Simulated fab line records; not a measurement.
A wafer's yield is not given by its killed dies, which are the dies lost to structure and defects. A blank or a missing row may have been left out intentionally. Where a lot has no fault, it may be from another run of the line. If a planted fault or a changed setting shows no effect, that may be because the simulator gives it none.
fab line records	flow sfq-line	part 1 of 2: steps 1 to 29 of 41
record lots=5	wafers=15	last-day=74
route steps=325 shown I0@55 M1@58 I1@73 M2@88
lots with no fault: from the same line, run without faults
start-h: the number of hours between the record's first day and the start of the first shown wafer of the lot	wait-h: hours elapsed since this lot's preceding step	" identical to the entry in the row above	L1.1+2: several wafers, shown together as one row	- no value, or no start was given	* or withheld: withheld	< > ~ a bound
route shown NAME@n: NAME is a module with steps in the file, n the number in the route of the first one	usual: mean and standard deviation over wafers with no fault	same: alike in all rows	chamber/n: place in a boat	sites: readings site by site	_std_site: standard deviation of those values	_edge_site: inner sites' mean taken away from outer sites' mean	radius-mm: for every site, how far away it sits from the centre of the wafer	mask NAME#n: copy n	behind: the most recent tool/chamber to have shaped the wafer	hold: cause of the lot's hold/its duration in hours/its outcome	device: the n, p or np transistor that did not switch	end of line: the same wafers' tests at the end of the route	step lacking rows: just its recipe	killed: not the wafer's yield, but the dies lost to structure and defects at the first sort	map: shows each die of a wafer: x if killed, . if not, _ if none is there
set.NAME: setting as actually run; set.NAME@STEP: the setting as run at that earlier step	model.NAME: the simulator's own value behind a step, which no gauge read
a table for each step, a row for each wafer; lots at some steps of the route
services: when a tool's chamber went out of use (start-h, in hours from the record's first day, below 0 if earlier), for how many hours, and the reason
## steps
# step SFQ_TRILAYER_I0_VIA_ETCH_VIA_ETCH_034
# recipe target=SiO2	stop-on=Nb	mask-material=PR	taper-deg=20	chemistry=CHF3	target-depth-nm=260	source-w=500	bias-w=80	pressure-mtorr=30	time-s=withheld
# usual drypump-motor-current-A=5.4/0.36	oes-product-au=0.854/0.0053
lot.wafer	tool	chamber	start-h	wait-h	drypump-motor-current-A	oes-product-au
L079.1	rie-diel-01	0	255.56	0.0	5.2	0.853
L079.3	"	1	"	"	5.2	0.853
L079.6	"	0	"	"	5.2	0.849
L088.1	rie-diel-02	0	331.25	0.0	5.7	0.864
L088.3	"	3	"	"	6.0	0.863
L088.6	"	2	"	"	6.0	0.853
L091.2	rie-diel-01	3	343.25	0.0	5.4	0.860
L091.4	"	2	"	"	5.6	0.862
L091.6	"	2	"	"	5.6	0.847
L093.1	rie-diel-02	1	357.65	0.0	5.2	0.855
L093.5	"	1	"	"	5.2	0.848
L093.6	"	2	"	"	6.0	0.849
L094.2	rie-diel-04	2	366.05	0.0	5.3	0.853
L094.4	"	1	"	"	5.7	0.862
L094.5	"	2	"	"	5.3	0.852
# step SFQ_TRILAYER_I0_VIA_STRIP_STRIP_035
# recipe gas=O2	power-w=200	platen-temp-c=40	overash-fraction=0.65	chemistry=O2	pressure-mtorr=50
# usual drypump-motor-current-A=5.88/0.29	oes-product-au=0.999/0.009
lot.wafer	tool	chamber	start-h	wait-h	drypump-motor-current-A	oes-product-au	rf-hours-counter-h
L079.1	rie-metal-01	0	255.67	-	5.77	1.003	58
L079.3	"	0	"	"	5.78	1.000	-
L079.6	"	1	"	"	5.87	1.014	-
L088.1	rie-metal-02	0	331.36	-	5.62	0.977	33
L088.3	"	0	"	"	5.63	0.980	-
L088.6	"	0	"	"	5.62	0.989	-
L091.2	rie-metal-01	0	343.36	-	5.77	0.997	74
L091.4	"	1	"	"	5.85	0.998	-
L091.6	"	0	"	"	5.76	0.983	-
L093.1	rie-metal-02	1	357.76	-	6.27	0.994	7
L093.5	"	1	"	"	6.25	0.996	-
L093.6	"	0	"	"	5.63	0.992	-
L094.2	rie-metal-02	0	366.16	-	5.64	0.999	39
L094.4	"	0	"	"	5.65	1.003	-
L094.5	"	0	"	"	5.63	0.994	-
# step SFQ_TRILAYER_I0_VIA_STRIP_SOLV_CLEAN_036
# recipe chemistry=NMP	temp-c=70	time-s=600
# usual temp-c=70.02/0.13
lot.wafer	tool	chamber	start-h	wait-h	temp-c
L079.1	wet-bench-04	0	256.27	0.4	69.81
L079.3	"	7	"	"	70.10
L079.6	"	1	"	"	70.36
L088.1	wet-bench-04	0	331.96	0.4	70.10
L088.3	"	7	"	"	69.97
L088.6	"	3	"	"	69.98
L091.2	wet-bench-04	7	343.96	0.4	70.27
L091.4	"	1	"	"	69.96
L091.6	"	5	"	"	69.88
L093.1	wet-bench-04	4	358.36	0.4	70.02
L093.5	"	7	"	"	70.12
L093.6	"	5	"	"	69.99
L094.2	wet-bench-04	3	366.76	0.4	70.00
L094.4	"	6	"	"	70.13
L094.5	"	0	"	"	70.12
# step SFQ_TRILAYER_M1_DEP_PRE_CLEAN_038
# recipe gas=Ar	time-s=22.5	bias-v=250
lot.wafer	tool	chamber	start-h	wait-h
L079.1+3+6	pvd-sputter-04	-	256.45	0.0
L088.1+3+6	pvd-sputter-03	-	332.31	0.0
L091.2+4+6	pvd-sputter-06	-	344.31	0.0
L093.1+5+6	pvd-sputter-04	-	358.53	0.0
L094.2+4+5	pvd-sputter-06	-	366.93	0.0
# step SFQ_TRILAYER_M1_DEP_SPUTTER_037
# recipe material=Nb	base-pressure-pa=1.33e-06	chamber-pressure-pa=0.1333	substrate-temp-c=20	resputter-cathode-voltage-v=400	target-thk-nm=200	power-w=2000	time-s=133.3
# usual substrate-temp-c=19.99/0.1	throttle-valve-pct=30.0/0.87
lot.wafer	tool	chamber	start-h	wait-h	substrate-temp-c	throttle-valve-pct
L079.1	pvd-sputter-04	-	256.48	0.0	20.02	30.9
L079.3	"	-	"	"	20.07	30.1
L079.6	"	-	"	"	20.23	29.7
L088.1	pvd-sputter-03	-	332.34	0.0	20.12	28.7
L088.3	"	-	"	"	19.96	29.3
L088.6	"	-	"	"	19.96	29.9
L091.2	pvd-sputter-06	-	344.34	0.0	19.84	31.3
L091.4	"	-	"	"	20.14	32.4
L091.6	"	-	"	"	19.87	31.0
L093.1	pvd-sputter-04	-	358.56	0.0	19.78	29.9
L093.5	"	-	"	"	19.82	29.9
L093.6	"	-	"	"	19.96	30.2
L094.2	pvd-sputter-06	-	366.96	0.0	19.95	30.9
L094.4	"	-	"	"	20.04	31.2
L094.5	"	-	"	"	19.94	32.4
# step SFQ_M1_RS_MEAS_909
# recipe thk-meas-gauge=four-point-probe	reads=Nb_of_TRILAYER_M1_DEP_SPUTTER_037
# usual M1_NB_RS=0.885/0.0094
lot.wafer	tool	chamber	start-h	wait-h	M1_NB_RS[ohm/sq]
L079.1	film-metro-02	-	256.57	0.0	0.885
L079.3	"	-	"	"	0.883
L079.6	"	-	"	"	0.882
L088.1	film-metro-04	-	332.43	0.0	0.888
L088.3	"	-	"	"	0.885
L088.6	"	-	"	"	0.888
L091.2	film-metro-01	-	344.45	0.1	0.896
L091.4	"	-	"	"	0.894
L091.6	"	-	"	"	0.909
L093.1	film-metro-01	-	358.65	0.0	0.880
L093.5	"	-	"	"	0.879
L093.6	"	-	"	"	0.884
L094.2	film-metro-02	-	367.07	0.1	0.910
L094.4	"	-	"	"	0.910
L094.5	"	-	"	"	0.902
# step SFQ_TRILAYER_M1_LITHO_COAT_044
# recipe resist=BARC	spin-rpm=3000	resist-thk-nm=62
lot.wafer	tool	chamber	start-h	wait-h
L079.1+3+6	litho-track-03	0	256.75	0.1
L088.1+3+6	litho-track-04	0	332.61	0.1
L091.2+4+6	litho-track-02	0	344.66	0.1
L093.1+5+6	litho-track-02	0	358.83	0.1
L094.2+4+5	litho-track-02	0	367.28	0.1
# step SFQ_TRILAYER_M1_LITHO_COAT_039
# recipe resist=KrF	spin-rpm=3000	resist-thk-nm=600
lot.wafer	tool	chamber	start-h	wait-h
L079.1+3+6	litho-track-03	0	257.05	0.2
L088.1+3+6	litho-track-04	0	332.91	0.2
L091.2+4+6	litho-track-02	0	344.96	0.2
L093.1+5+6	litho-track-02	0	359.13	0.2
L094.2+4+5	litho-track-02	0	367.58	0.2
# step SFQ_TRILAYER_M1_LITHO_SOFTBAKE_043
# recipe temp-c=withheld	time-s=withheld	resist=KrF
lot.wafer	tool	chamber	start-h	wait-h
L079.1+3+6	litho-track-03	0	257.35	0.2
L088.1+3+6	litho-track-04	0	333.21	0.2
L091.2+4+6	litho-track-02	0	345.23	0.2
L093.1+5+6	litho-track-02	0	359.43	0.2
L094.2+4+5	litho-track-02	0	367.86	0.2
# step SFQ_TRILAYER_M1_LITHO_EXPOSE_040
# recipe mask-id=M1	na=0.6	source-shape=conventional	sigma-outer=0.65	target-cd-nm=500	dose-mj=14.4
# same sigma-outer=0.65
lot.wafer	tool	chamber	start-h	wait-h	mask
L079.1+3+6	krf-scanner-02	0	324.87	-	M1#0
L088.1+3+6	krf-scanner-02	0	418.11	-	M1#0
L091.2+4+6	krf-scanner-02	0	432.71	-	M1#0
L093.1+5+6	krf-scanner-02	0	448.11	-	M1#0
L094.2+4+5	krf-scanner-02	0	459.11	-	M1#0
# step SFQ_TRILAYER_M1_LITHO_PEB_042
# recipe peb-temp-c=115	peb-time-s=60	resist=KrF
lot.wafer	tool	chamber	start-h	wait-h
L079.1+3+6	litho-track-04	0	326.07	1.0
L088.1+3+6	litho-track-02	0	419.31	1.0
L091.2+4+6	litho-track-04	0	433.73	0.8
L093.1+5+6	litho-track-02	0	449.31	1.0
L094.2+4+5	litho-track-04	0	460.13	0.8
# step SFQ_TRILAYER_M1_LITHO_DEVELOP_041
# recipe time-s=60	resist=KrF
lot.wafer	tool	chamber	start-h	wait-h
L079.1+3+6	litho-track-04	0	326.22	0.1
L088.1+3+6	litho-track-02	0	419.46	0.1
L091.2+4+6	litho-track-04	0	433.88	0.1
L093.1+5+6	litho-track-02	0	449.46	0.1
L094.2+4+5	litho-track-04	0	460.28	0.1
# step SFQ_M1_OVL_MEAS_911
# usual M1_OVL=2/5.1
lot.wafer	tool	chamber	start-h	wait-h	M1_OVL[nm]
L079.1	overlay-01	-	326.37	0.1	-1
L079.3	"	-	"	"	-8
L079.6	"	-	"	"	-3
L088.1	overlay-01	-	419.61	0.1	-9
L088.3	"	-	"	"	2
L088.6	"	-	"	"	-1
L091.2	overlay-01	-	434.01	0.1	-3
L091.4	"	-	"	"	-6
L091.6	"	-	"	"	-5
L093.1	overlay-02	-	449.61	0.1	-5
L093.5	"	-	"	"	1
L093.6	"	-	"	"	-8
L094.2	overlay-02	-	460.41	0.1	5
L094.4	"	-	"	"	0
L094.5	"	-	"	"	1
# step SFQ_TRILAYER_M1_BARC_OPEN_METAL_ETCH_054
# recipe mask-material=PR	chemistry=O2	target-depth-nm=125	target=BARC	icp-w=600	bias-w=80	pressure-mtorr=10	time-s=41.7
# usual drypump-motor-current-A=5.9/0.34	oes-product-au=0.685/0.0047
lot.wafer	tool	chamber	start-h	wait-h	drypump-motor-current-A	oes-product-au	rf-hours-counter-h
L079.1	rie-metal-03	0	326.41	0.0	5.9	0.690	96
L079.3	"	0	"	"	5.9	0.689	-
L079.6	"	1	"	"	5.9	0.692	-
L088.1	rie-metal-02	1	419.64	0.0	6.2	0.682	17
L088.3	"	1	"	"	6.2	0.690	-
L088.6	"	1	"	"	6.3	0.680	-
L091.2	rie-metal-02	0	434.04	0.0	5.6	0.683	48
L091.4	"	1	"	"	6.2	0.680	-
L091.6	"	0	"	"	5.6	0.682	-
L093.1	rie-metal-04	0	449.64	0.0	6.4	0.682	16
L093.5	"	1	"	"	5.4	0.687	-
L093.6	"	0	"	"	6.4	0.684	-
L094.2	rie-metal-04	0	460.44	0.0	6.4	0.690	20
L094.4	"	0	"	"	6.4	0.691	-
L094.5	"	1	"	"	5.4	0.677	-
# step SFQ_TRILAYER_M1_ETCH_METAL_ETCH_042
# recipe target=Nb	stop-on=SiO2	mask-material=PR	chemistry=Cl2/Ar	target-depth-nm=240	icp-w=600	bias-w=80	pressure-mtorr=10	time-s=120
# usual drypump-motor-current-A=5.9/0.34	oes-product-au=0.896/0.007
lot.wafer	tool	chamber	start-h	wait-h	drypump-motor-current-A	oes-product-au	rf-hours-counter-h
L079.1	rie-metal-03	0	326.47	0.0	5.8	0.896	96
L079.3	"	0	"	"	5.9	0.900	-
L079.6	"	1	"	"	6.0	0.902	-
L088.1	rie-metal-02	1	419.76	0.1	6.2	0.904	17
L088.3	"	1	"	"	6.2	0.893	-
L088.6	"	1	"	"	6.2	0.896	-
L091.2	rie-metal-02	0	434.10	0.0	5.6	0.891	48
L091.4	"	1	"	"	6.2	0.895	-
L091.6	"	0	"	"	5.6	0.888	-
L093.1	rie-metal-04	0	449.70	0.0	6.4	0.900	16
L093.5	"	1	"	"	5.5	0.892	-
L093.6	"	0	"	"	6.4	0.894	-
L094.2	rie-metal-04	0	460.50	0.0	6.4	0.889	20
L094.4	"	0	"	"	6.4	0.875	-
L094.5	"	1	"	"	5.4	0.890	-
# step SFQ_TRILAYER_M1_STRIP_STRIP_043
# recipe gas=O2	power-w=200	platen-temp-c=40	overash-fraction=0.65	chemistry=O2	pressure-mtorr=50
# usual drypump-motor-current-A=5.9/0.35	oes-product-au=1.001/0.0065
lot.wafer	tool	chamber	start-h	wait-h	drypump-motor-current-A	oes-product-au	rf-hours-counter-h
L079.1	rie-metal-03	0	326.59	0.1	5.9	0.997	96
L079.3	"	0	"	"	5.9	0.988	-
L079.6	"	1	"	"	6.0	0.997	-
L088.1	rie-metal-02	1	420.01	0.2	6.2	1.000	18
L088.3	"	1	"	"	6.2	1.008	-
L088.6	"	1	"	"	6.2	1.013	-
L091.2	rie-metal-02	0	434.23	0.1	5.6	0.995	48
L091.4	"	1	"	"	6.2	1.014	-
L091.6	"	0	"	"	5.6	1.004	-
L093.1	rie-metal-04	0	449.83	0.1	6.4	1.003	16
L093.5	"	1	"	"	5.4	1.002	-
L093.6	"	0	"	"	6.4	0.999	-
L094.2	rie-metal-04	0	460.63	0.1	6.4	1.004	20
L094.4	"	0	"	"	6.4	1.004	-
L094.5	"	1	"	"	5.4	0.990	-
# step SFQ_TRILAYER_M1_STRIP_SOLV_CLEAN_044
# recipe chemistry=NMP	temp-c=70	time-s=600
# usual temp-c=70.00/0.11
lot.wafer	tool	chamber	start-h	wait-h	temp-c
L079.1	wet-bench-02	3	327.19	0.4	70.03
L079.3	"	1	"	"	69.77
L079.6	"	5	"	"	70.09
L088.1	wet-bench-04	5	421.21	1.0	69.94
L088.3	"	0	"	"	69.85
L088.6	"	6	"	"	70.08
L091.2	wet-bench-04	3	434.83	0.4	70.14
L091.4	"	5	"	"	69.89
L091.6	"	4	"	"	70.21
L093.1	wet-bench-04	7	450.43	0.4	70.04
L093.5	"	0	"	"	70.12
L093.6	"	1	"	"	70.03
L094.2	wet-bench-03	1	461.23	0.4	69.99
L094.4	"	4	"	"	69.85
L094.5	"	3	"	"	70.06
# step SFQ_TRILAYER_I1_DEP_PECVD_045
# recipe material=SiO2	temp-c=150	time-s=111.11	pressure-torr=2.4	rf-w=183.3	precursor=SiH4/N2O	target-thk-nm=500
# usual heater-power-w=83/16	throttle-valve-pct=25.1/0.9
lot.wafer	tool	chamber	start-h	wait-h	heater-power-w	throttle-valve-pct
L079.1	pecvd-02	1	327.54	0.0	76	24.7
L079.3	"	0	"	"	83	25.4
L079.6	"	0	"	"	85	25.0
L088.1	pecvd-01	0	421.39	0.0	81	26.2
L088.3	"	2	"	"	65	25.2
L088.6	"	0	"	"	65	26.2
L091.2	pecvd-02	0	435.00	0.0	85	25.2
L091.4	"	0	"	"	87	25.3
L091.6	"	1	"	"	77	24.9
L093.1	pecvd-02	1	450.60	0.0	81	24.5
L093.5	"	1	"	"	65	24.8
L093.6	"	0	"	"	81	25.0
L094.2	pecvd-04	0	461.42	0.0	82	25.7
L094.4	"	2	"	"	64	22.9
L094.5	"	0	"	"	83	26.0
# step SFQ_TRILAYER_I1_CMP_CMP_046
# recipe material=SiO2	down-force-psi=3	platen-rpm=60	pad-velocity-m-s=0.94248
# usual motor-current-A=10.5/0.95	time-to-endpoint-s=218/7.7
lot.wafer	tool	chamber	start-h	wait-h	motor-current-A	time-to-endpoint-s
L079.3	cmp-01	1	330.92	3.3	10.2	209
L079.1	"	3	331.92	4.3	13.1	215
L079.6	"	2	333.42	5.8	9.3	214
L088.1	cmp-01	0	422.98	1.6	11.1	214
L088.3	"	2	423.98	2.6	9.2	219
L088.6	"	3	"	"	12.2	219
L091.2	cmp-02	2	437.83	2.8	10.7	215
L091.4	"	3	"	"	9.7	213
L091.6	"	1	439.33	4.2	11.3	227
L093.1	cmp-01	2	452.32	1.7	9.1	213
L093.5	"	1	453.82	3.1	9.5	219
L093.6	"	2	"	"	9.1	212
L094.2	cmp-02	1	463.18	1.7	10.1	220
L094.4	"	3	464.18	2.7	9.3	224
L094.5	"	1	465.18	3.7	10.7	221
# step SFQ_I1_BOW_MEAS_912
# recipe mode=bow
# usual I1_BOW=0/7
lot.wafer	tool	chamber	start-h	wait-h	I1_BOW[um]
L079.1	film-metro-03	-	333.92	1.5	-1
L079.3	"	-	"	"	5
L079.6	"	-	"	"	-3
L088.1	film-metro-03	-	425.48	2.0	12
L088.3	"	-	"	"	10
L088.6	"	-	"	"	6
L091.2	film-metro-04	-	440.35	2.0	10
L091.4	"	-	"	"	7
L091.6	"	-	"	"	6
L093.1	film-metro-04	-	454.82	2.0	-9
L093.5	"	-	"	"	-10
L093.6	"	-	"	"	3
L094.2	film-metro-01	-	465.70	2.0	0
L094.4	"	-	"	"	-5
L094.5	"	-	"	"	5
# step SFQ_TRILAYER_I1_METRO_MEASURE_047
# usual thk-nm=201.0/0.92
lot.wafer	tool	chamber	start-h	wait-h	thk-nm
L079.1	film-metro-03	-	334.04	0.1	201.3
L079.3	"	-	"	"	199.5
L079.6	"	-	"	"	201.3
L088.1	film-metro-03	-	425.60	0.1	200.9
L088.3	"	-	"	"	201.1
L088.6	"	-	"	"	202.1
L091.2	film-metro-04	-	440.65	0.3	202.0
L091.4	"	-	"	"	203.3
L091.6	"	-	"	"	201.4
L093.1	film-metro-04	-	454.94	0.1	200.7
L093.5	"	-	"	"	200.0
L093.6	"	-	"	"	199.6
L094.2	film-metro-01	-	466.00	0.3	200.8
L094.4	"	-	"	"	201.2
L094.5	"	-	"	"	201.1
# step SFQ_TRILAYER_I1_VIA_LITHO_COAT_054
# recipe resist=BARC	spin-rpm=3000	resist-thk-nm=62
lot.wafer	tool	chamber	start-h	wait-h
L079.1+3+6	litho-track-01	0	335.24	1.0
L088.1+3+6	litho-track-04	0	426.80	1.0
L091.2+4+6	litho-track-01	0	441.70	0.8
L093.1+5+6	litho-track-03	0	456.14	1.0
L094.2+4+5	litho-track-04	0	467.05	0.8
# step SFQ_TRILAYER_I1_VIA_LITHO_COAT_049
# recipe resist=KrF	spin-rpm=3000	resist-thk-nm=650
lot.wafer	tool	chamber	start-h	wait-h
L079.1+3+6	litho-track-01	0	335.54	0.2
L088.1+3+6	litho-track-04	0	427.10	0.2
L091.2+4+6	litho-track-01	0	442.00	0.2
L093.1+5+6	litho-track-03	0	456.44	0.2
L094.2+4+5	litho-track-04	0	467.35	0.2
# step SFQ_TRILAYER_I1_VIA_LITHO_SOFTBAKE_053
# recipe temp-c=withheld	time-s=withheld	resist=KrF
lot.wafer	tool	chamber	start-h	wait-h
L079.1+3+6	litho-track-01	0	335.84	0.2
L088.1+3+6	litho-track-04	0	427.40	0.2
L091.2+4+6	litho-track-01	0	442.27	0.2
L093.1+5+6	litho-track-03	0	456.74	0.2
L094.2+4+5	litho-track-04	0	467.63	0.2
# step SFQ_TRILAYER_I1_VIA_LITHO_EXPOSE_050
# recipe mask-id=I1	na=0.6	source-shape=conventional	sigma-outer=0.65	target-cd-nm=500	dose-mj=21.3
# same sigma-outer=0.65
lot.wafer	tool	chamber	start-h	wait-h	mask
L079.1+3+6	krf-scanner-02	0	422.91	-	I1#0
L088.1+3+6	krf-scanner-02	0	526.06	-	I1#0
L091.2+4+6	krf-scanner-02	0	541.04	-	I1#0
L093.1+5+6	krf-scanner-02	0	558.84	-	I1#0
L094.2+4+5	krf-scanner-02	0	569.64	-	I1#0
# step SFQ_TRILAYER_I1_VIA_LITHO_PEB_052
# recipe peb-temp-c=115	peb-time-s=60	resist=KrF
lot.wafer	tool	chamber	start-h	wait-h
L079.1+3+6	litho-track-03	0	424.11	1.0
L088.1+3+6	litho-track-03	0	527.26	1.0
L091.2+4+6	litho-track-01	0	542.06	0.8
L093.1+5+6	litho-track-01	0	560.04	1.0
L094.2+4+5	litho-track-01	0	570.66	0.8
# step SFQ_TRILAYER_I1_VIA_LITHO_DEVELOP_051
# recipe time-s=60	resist=KrF
lot.wafer	tool	chamber	start-h	wait-h
L079.1+3+6	litho-track-03	0	424.26	0.1
L088.1+3+6	litho-track-03	0	527.41	0.1
L091.2+4+6	litho-track-01	0	542.21	0.1
L093.1+5+6	litho-track-01	0	560.19	0.1
L094.2+4+5	litho-track-01	0	570.81	0.1
# step SFQ_I1_OVL_MEAS_913
# usual I1_OVL=1/6.5
lot.wafer	tool	chamber	start-h	wait-h	I1_OVL[nm]
L079.1	overlay-02	-	424.41	0.1	12
L079.3	"	-	"	"	11
L079.6	"	-	"	"	-2
L088.1	overlay-02	-	527.56	0.1	5
L088.3	"	-	"	"	-4
L088.6	"	-	"	"	8
L091.2	overlay-01	-	542.35	0.1	6
L091.4	"	-	"	"	10
L091.6	"	-	"	"	7
L093.1	overlay-01	-	560.35	0.1	1
L093.5	"	-	"	"	-2
L093.6	"	-	"	"	-6
L094.2	overlay-01	-	570.95	0.1	-3
L094.4	"	-	"	"	-4
L094.5	"	-	"	"	2
# step SFQ_TRILAYER_I1_VIA_BARC_OPEN_VIA_ETCH_071
# recipe mask-material=PR	chemistry=O2	target-depth-nm=125	target=BARC	source-w=500	bias-w=80	pressure-mtorr=30	time-s=41.7
# usual drypump-motor-current-A=5.5/0.36	oes-product-au=0.686/0.0048
lot.wafer	tool	chamber	start-h	wait-h	drypump-motor-current-A	oes-product-au	rf-hours-counter-h
L079.1	rie-diel-03	1	424.44	0.0	5.4	0.682	11
L079.3	"	3	"	"	6.2	0.685	56
L079.6	"	0	"	"	6.0	0.679	-
L088.1	rie-diel-01	0	527.60	0.0	5.1	0.692	39
L088.3	"	1	"	"	5.1	0.691	35
L088.6	"	3	"	"	5.4	0.686	-
L091.2	rie-diel-01	1	542.38	0.0	5.1	0.684	35
L091.4	"	2	"	"	5.6	0.688	8
L091.6	"	0	"	"	5.2	0.680	-
L093.1	rie-diel-01	0	560.39	0.0	5.2	0.679	39
L093.5	"	0	"	"	5.2	0.687	-
L093.6	"	1	"	"	5.2	0.688	-
L094.2	rie-diel-04	1	570.98	0.0	5.8	0.684	78
L094.4	"	0	"	"	5.0	0.688	6
L094.5	"	2	"	"	5.3	0.685	-
